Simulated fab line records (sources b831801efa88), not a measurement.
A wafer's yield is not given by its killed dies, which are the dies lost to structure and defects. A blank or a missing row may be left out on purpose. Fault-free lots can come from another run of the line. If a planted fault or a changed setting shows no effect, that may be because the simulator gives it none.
Which tool is to blame? / flow sky130 / 12 lots with 36 wafers sampled at 3 steps, on a route of 708 steps

## WHAT THE GAUGES READ, wafer by wafer
SKY_VIA3_THK_MEAS_23: measures by xrf.
lot=L432; measured=day 38 23:03; on=film_metro-03; VIA3_W_THK (nm)=397 398 398
lot=L434; measured=day 39 23:34; on=film_metro-04; VIA3_W_THK (nm)=383 394 392
lot=L433; measured=day 40 05:40; on=film_metro-04; VIA3_W_THK (nm)=394 393 391
lot=L436; measured=day 40 13:17; on=film_metro-02; VIA3_W_THK (nm)=399 400 398
lot=L435; measured=day 40 20:01; on=film_metro-03; VIA3_W_THK (nm)=397 398 394
lot=L438; measured=day 41 09:14; on=film_metro-04; VIA3_W_THK (nm)=390 390 389
lot=L437; measured=day 41 09:44; on=film_metro-04; VIA3_W_THK (nm)=387 386 385
lot=L439; measured=day 41 12:09; on=film_metro-02; VIA3_W_THK (nm)=402 396 397
lot=L440; measured=day 41 18:18; on=film_metro-04; VIA3_W_THK (nm)=388 393 390
lot=L448; measured=day 44 10:16; on=film_metro-02; VIA3_W_THK (nm)=390 388 394
lot=L454; measured=day 45 13:08; on=film_metro-04; VIA3_W_THK (nm)=393 396 401
lot=L455; measured=day 46 01:22; on=film_metro-04; VIA3_W_THK (nm)=390 392 389

SKY_CAP2M_THK_MEAS_01.
lot=L432; measured=day 38 23:35; on=film_metro-02; CAP2M_CVD_00_THK (nm)=15.67 15.42 15.68
lot=L434; measured=day 40 00:07; on=film_metro-02; CAP2M_CVD_00_THK (nm)=15.38 15.49 16.01
lot=L433; measured=day 40 06:11; on=film_metro-04; CAP2M_CVD_00_THK (nm)=15.11 15.46 15.48
lot=L436; measured=day 40 13:50; on=film_metro-01; CAP2M_CVD_00_THK (nm)=14.74 15.50 15.02
lot=L435; measured=day 40 20:33; on=film_metro-02; CAP2M_CVD_00_THK (nm)=15.43 15.35 15.56
lot=L438; measured=day 41 09:46; on=film_metro-01; CAP2M_CVD_00_THK (nm)=15.41 15.33 14.94
lot=L437; measured=day 41 10:16; on=film_metro-01; CAP2M_CVD_00_THK (nm)=15.58 15.23 15.32
lot=L439; measured=day 41 12:41; on=film_metro-04; CAP2M_CVD_00_THK (nm)=15.38 15.41 15.55
lot=L440; measured=day 41 18:50; on=film_metro-04; CAP2M_CVD_00_THK (nm)=15.52 15.27 15.59
lot=L448; measured=day 44 10:49; on=film_metro-01; CAP2M_CVD_00_THK (nm)=15.15 15.12 15.65
lot=L454; measured=day 45 13:41; on=film_metro-01; CAP2M_CVD_00_THK (nm)=15.50 15.61 15.53
lot=L455; measured=day 46 01:53; on=film_metro-01; CAP2M_CVD_00_THK (nm)=15.68 15.77 15.32

## EACH LOT AND THE TOOL THAT RAN IT (in order: tool; ch and the chambers of the sampled wafers; start)
lot=L432; SKY_METAL4_SPUTTER_03=pvd_sputter-04, day 38 23:29
lot=L434; SKY_METAL4_SPUTTER_03=pvd_sputter-02, day 40 00:01
lot=L433; SKY_METAL4_SPUTTER_03=pvd_sputter-02, day 40 06:05
lot=L436; SKY_METAL4_SPUTTER_03=pvd_sputter-04, day 40 13:44
lot=L435; SKY_METAL4_SPUTTER_03=pvd_sputter-02, day 40 20:28
lot=L438; SKY_METAL4_SPUTTER_03=pvd_sputter-02, day 41 09:41
lot=L437; SKY_METAL4_SPUTTER_03=pvd_sputter-03, day 41 10:11
lot=L439; SKY_METAL4_SPUTTER_03=pvd_sputter-03, day 41 12:35
lot=L440; SKY_METAL4_SPUTTER_03=pvd_sputter-02, day 41 18:44
lot=L448; SKY_METAL4_SPUTTER_03=pvd_sputter-02, day 44 10:43
lot=L454; SKY_METAL4_SPUTTER_03=pvd_sputter-02, day 45 13:35
lot=L455; SKY_METAL4_SPUTTER_03=pvd_sputter-02, day 46 01:47
- SKY_METAL4_SPUTTER_03: material Ti, target thk 5 nm, time 3.3 s.

## AS READ BY THE TOOLS THEMSELVES (means over the sampled wafers that have a number; for cases with no such wafer, the mark the record gives instead)
SKY_METAL4_SPUTTER_03.
lot=L432; tool=pvd_sputter-04; chamber_pressure_pa (Pa)=0.3994; throttle_valve_pct (%)=29.3
lot=L434; tool=pvd_sputter-02; chamber_pressure_pa (Pa)=0.3992; throttle_valve_pct (%)=28.9
lot=L433; tool=pvd_sputter-02; chamber_pressure_pa (Pa)=0.3996; throttle_valve_pct (%)=29.6
lot=L436; tool=pvd_sputter-04; chamber_pressure_pa (Pa)=0.3992; throttle_valve_pct (%)=30.1
lot=L435; tool=pvd_sputter-02; chamber_pressure_pa (Pa)=0.3998; throttle_valve_pct (%)=29.6
lot=L438; tool=pvd_sputter-02; chamber_pressure_pa (Pa)=0.3998; throttle_valve_pct (%)=29.0
lot=L437; tool=pvd_sputter-03; chamber_pressure_pa (Pa)=0.3998; throttle_valve_pct (%)=30.9
lot=L439; tool=pvd_sputter-03; chamber_pressure_pa (Pa)=0.4001; throttle_valve_pct (%)=32.1
lot=L440; tool=pvd_sputter-02; chamber_pressure_pa (Pa)=0.3999; throttle_valve_pct (%)=29.0
lot=L448; tool=pvd_sputter-02; chamber_pressure_pa (Pa)=0.4011; throttle_valve_pct (%)=29.5
lot=L454; tool=pvd_sputter-02; chamber_pressure_pa (Pa)=0.3996; throttle_valve_pct (%)=29.0
lot=L455; tool=pvd_sputter-02; chamber_pressure_pa (Pa)=0.3999; throttle_valve_pct (%)=29.4

## THE ANSWER, worked out from the rows above alone
Rule: the lots themselves supply what counts as usual. The widest of any qualifying gaps counts: lots, ordered by their means at a reading, are off when they make up no more than a third of the lots, leave a main group of 4 or more, and stand apart from it by 3 or more times the standard deviation of that group's means. Not used: any main group whose means are identical at the precision the tables above print for the reading. A lot without any number at a reading at which 4 lots or more have one is off too. The other lots that the step has rows for count as sound. The gauges are gone through in route order, then the tools' own readings, and for those a lot's mean is taken as printed above. At the first step where some lot is off, the reading lying furthest off is the one used; lots without a number count as furthest.
Off: L448, at SKY_METAL4_SPUTTER_03 (chamber_pressure_pa). The main group: mean 0.3997 Pa, standard deviation 0.00028.
A tool fits if, at that step or a process step before it, it ran every lot that is off, and no sound lot after the first of them. Not one of the candidates tried fits.

## WHAT HAD BEEN PUT IN BY THE SIMULATOR
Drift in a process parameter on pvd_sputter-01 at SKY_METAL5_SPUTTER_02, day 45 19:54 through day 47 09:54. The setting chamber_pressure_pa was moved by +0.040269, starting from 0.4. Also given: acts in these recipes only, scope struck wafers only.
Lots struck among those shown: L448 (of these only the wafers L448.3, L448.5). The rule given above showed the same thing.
